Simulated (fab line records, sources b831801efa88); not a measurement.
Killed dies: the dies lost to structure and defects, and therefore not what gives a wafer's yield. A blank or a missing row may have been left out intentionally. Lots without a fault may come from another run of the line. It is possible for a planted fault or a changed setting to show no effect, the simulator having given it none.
One fault seen from 2 desks + flow sky130 + only its own numbers are on each desk; what lay behind them is given at the end

## FOR THE TOOL OWNER'S DESK: implanter-01
For each lot that ran on this tool, the mean over its sampled wafers that have a number, from the tool's own readings at SKY_LDD_N_IMPLANT_12. Marked OUT: a lot whose mean sits more than 4 standard deviations from the usual mean, which makes it out of limits; the brackets give that distance.
Columns: A = beamOnS at SKY_LDD_N_IMPLANT_12, usual 9.98 s; B = faradayCurrentUA at SKY_LDD_N_IMPLANT_12, usual 28.2
| lot  | first seen here | A               | B              |
|------|-----------------|-----------------|----------------|
| L393 | day 18 04:54    | 10.07           | 28.0           |
| L394 | day 18 15:12    | 10.02           | 28.2           |
| L409 | day 24 06:09    | 12.99 (+14) OUT | 21.7 (-11) OUT |
| L410 | day 25 02:24    | 12.64 (+13) OUT | 22.3 (-10) OUT |
Finding of this desk: L409, L410 out of limits; the first was L409 at day 24 06:09, on beamOnS at SKY_LDD_N_IMPLANT_12. In limits: L393, L394.

## METROLOGY DESK
What the gauges read for every lot (on any tool): the sampled wafers with a number, averaged. Marked OUT: a lot whose mean sits more than 4 standard deviations from the usual mean, which makes it out of limits; the brackets give that distance.
Columns: A = GATE_OXIDE_OVL at SKY_GATE_OXIDE_OVL_MEAS_10, usual 0.9 nm; B = POLY_GATE_OXIDATION_THK at SKY_POLY_GATE_THK_MEAS_21, usual 4.03 nm; C = LDD_HVN_OVL at SKY_LDD_HVN_OVL_MEAS_07, usual 0.5 nm
| lot  | first seen here | A    | B    | C    |
|------|-----------------|------|------|------|
| L391 | day 13 14:48    | 0.1  | 4.05 | 2.9  |
| L392 | day 13 22:02    | 1.1  | 4.07 | 0.7  |
| L393 | day 14 05:11    | 2.5  | 4.05 | 0.3  |
| L394 | day 14 15:01    | 1.2  | 4.00 | -0.6 |
| L395 | day 15 02:08    | 2.0  | 4.16 | 1.3  |
| L397 | day 15 11:35    | 0.9  | 4.00 | 0.8  |
| L400 | day 16 16:23    | 0.8  | 4.00 | 2.9  |
| L401 | day 17 02:20    | -1.1 | 3.99 | 0.7  |
| L404 | day 18 06:31    | -0.2 | 4.04 | 1.7  |
| L409 | day 20 03:39    | 0.4  | 4.04 | 0.8  |
| L410 | day 20 18:26    | 1.3  | 3.92 | 0.4  |
| L411 | day 20 22:21    | 0.4  | 3.95 | -0.4 |
| L413 | day 21 11:02    | 2.3  | 4.06 | 0.5  |
| L414 | day 21 17:04    | 0.6  | 3.92 | -0.3 |
Result from this desk: across the 14 lots, nothing is out of limits.

## ALL TOGETHER
An alarm could have come from the tool owner's desk at day 24 06:09, on L409, L410.
From the metrology desk's view, nothing was out of limits.
The metrology desk holds a record of L409, L410, inside its limits.
On implanter-01, each named lot ran SKY_LDD_N_IMPLANT_12.

## WHAT THE SIMULATOR HAD PUT IN
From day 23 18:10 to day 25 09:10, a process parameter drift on implanter-01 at SKY_LDD_N_IMPLANT_12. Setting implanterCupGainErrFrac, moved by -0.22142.
Lots struck among those shown: L409, L410.
Time in hours from fault onset to the first out-of-limits reading at each desk: the tool owner's desk, 12.
